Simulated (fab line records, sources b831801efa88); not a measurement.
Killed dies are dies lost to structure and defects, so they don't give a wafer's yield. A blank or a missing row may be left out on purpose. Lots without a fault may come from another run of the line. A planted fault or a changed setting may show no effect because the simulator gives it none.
Chamber matching | flow sky130 | SKY_PASSIVATION_CVD_00 on pecvd-02: 3 sister chambers
The step deposits SiO2, target thk 90 nm. 3 wafers are shown with their chamber, then 7 later ones without.

WAFERS WITH THEIR CHAMBER
wafer  | chamber | heater_power_w (W)
L701.2 | 2       | 741
L702.2 | 1       | 723
L702.3 | 0       | 646

WAFERS WITHOUT THEIR CHAMBER
wafer  | heater_power_w (W)
L702.4 | 729
L704.2 | 662
L704.3 | 704
L704.4 | 672
L709.2 | 767
L709.3 | 654
L709.5 | 681

WHICH CHAMBER EACH WENT THROUGH
wafer  | from the rows above          | in truth
L702.4 | can't be placed: 1 or 2      | 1
L704.2 | 0                            | 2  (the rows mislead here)
L704.3 | can't be placed: 1 or 2 or 0 | 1
L704.4 | can't be placed: 0 or 1 or 2 | 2
L709.2 | can't be placed: 2 or 1      | 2
L709.3 | 0                            | 0
L709.5 | can't be placed: 0 or 1 or 2 | 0
Placed correctly: 1 of 7. Can't be placed from these rows: 5 (the true chamber is among the candidates in 5). Placed wrongly: 1.
How it was worked out, from the rows above alone: a wafer's distance from a chamber is the root of the sum, over the readings, of the square of ((its reading less the chamber's mean) divided by the reading's scatter). The wafer belongs to the nearest chamber; if the next one is less than 2 further off, it can't be placed. A chamber's mean is the mean of its shown wafers. The scatter: with one shown wafer a chamber, the root of the mean of the squares of how far each hidden wafer lies from its nearest shown one.
